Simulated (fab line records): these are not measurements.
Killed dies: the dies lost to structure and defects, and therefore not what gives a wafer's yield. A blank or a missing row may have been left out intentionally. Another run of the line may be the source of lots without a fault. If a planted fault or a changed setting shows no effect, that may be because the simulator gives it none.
2 desks looking at one fault / flow sky130 / what lay behind the numbers comes last; until then each desk has only its own

== METROLOGY DESK ==
What the gauges read for every lot (on any tool): the sampled wafers with a number, averaged. Marked OUT: a lot whose mean sits more than 4 standard deviations from the usual mean, which makes it out of limits; the brackets give that distance.
Columns: A = CAPM_TIN_RS at SKY_CAPM_RS_MEAS_03, usual 6.91 ohm/sq; B = CAPM_TIN_THK at SKY_CAPM_THK_MEAS_04, usual 198.8 nm
lot=L183; first seen here=day 37 07:34; A=7.02; B=196.5
lot=L185; first seen here=day 37 08:29; A=6.97; B=198.3
lot=L186; first seen here=day 37 16:56; A=6.92; B=199.7
lot=L187; first seen here=day 38 05:47; A=6.38 (-8.9) OUT; B=218.2 (+11) OUT
lot=L198; first seen here=day 41 08:40; A=6.94; B=198.4
lot=L199; first seen here=day 42 01:02; A=6.85; B=200.2
lot=L201; first seen here=day 42 09:08; A=6.88; B=199.1
lot=L200; first seen here=day 42 11:35; A=6.96; B=196.7
lot=L202; first seen here=day 42 13:46; A=6.91; B=198.6
lot=L203; first seen here=day 42 17:42; A=7.03; B=194.1
lot=L204; first seen here=day 43 00:08; A=6.85; B=200.3
lot=L205; first seen here=day 43 04:51; A=6.93; B=197.8
This desk reports L187 out of limits; the earliest was L187 at day 38 05:47 (CAPM_TIN_RS at SKY_CAPM_RS_MEAS_03). L183, L185, L186, L198, L199, L201, L200, L202, L203, L204, L205 stayed within limits.

== AT THE TOOL OWNER'S DESK: pvdSputter-01 ==
At SKY_CAPM_SPUTTER_02 (material TiN, target thk 200 nm, time 166.7 s) the tool's own readings: per lot run on this tool, the mean of the sampled wafers that have a number. Marked OUT: a lot whose mean sits more than 4 standard deviations from the usual mean, which makes it out of limits; the brackets give that distance.
Columns: A = cathodeDcPowerW at SKY_CAPM_SPUTTER_02, usual 6500.0 W; B = chamberPressurePa at SKY_CAPM_SPUTTER_02, usual 0.4000 Pa; C = throttleValvePct at SKY_CAPM_SPUTTER_02, usual 30.6 %
lot=L186; first seen here=day 37 16:48; A=6499.4; B=0.4004; C=30.4
lot=L187; first seen here=day 38 05:39; A=6499.3; B=0.3995; C=31.2
lot=L200; first seen here=day 42 11:26; A=6500.4; B=0.3996; C=30.0
lot=L205; first seen here=day 43 04:44; A=6500.7; B=0.4006; C=30.8
This desk's finding: nothing out of limits on any of the 4 lots.

== ALL TOGETHER ==
An alarm was possible from the metrology desk at day 38 05:47, on L187.
The desk of the tool owner found nothing out of limits.
Tool owner's desk: L187 on record, inside its limits.
All the named lots went through SKY_CAPM_SPUTTER_02 on pvdSputter-01.

== WHAT THE SIMULATOR HAD INSERTED ==
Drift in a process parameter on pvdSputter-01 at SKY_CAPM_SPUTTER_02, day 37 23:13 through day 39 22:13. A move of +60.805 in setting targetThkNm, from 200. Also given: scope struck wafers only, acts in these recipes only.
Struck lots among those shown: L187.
Delay in hours, fault start to first out-of-limits reading, per desk: metrology desk 7.
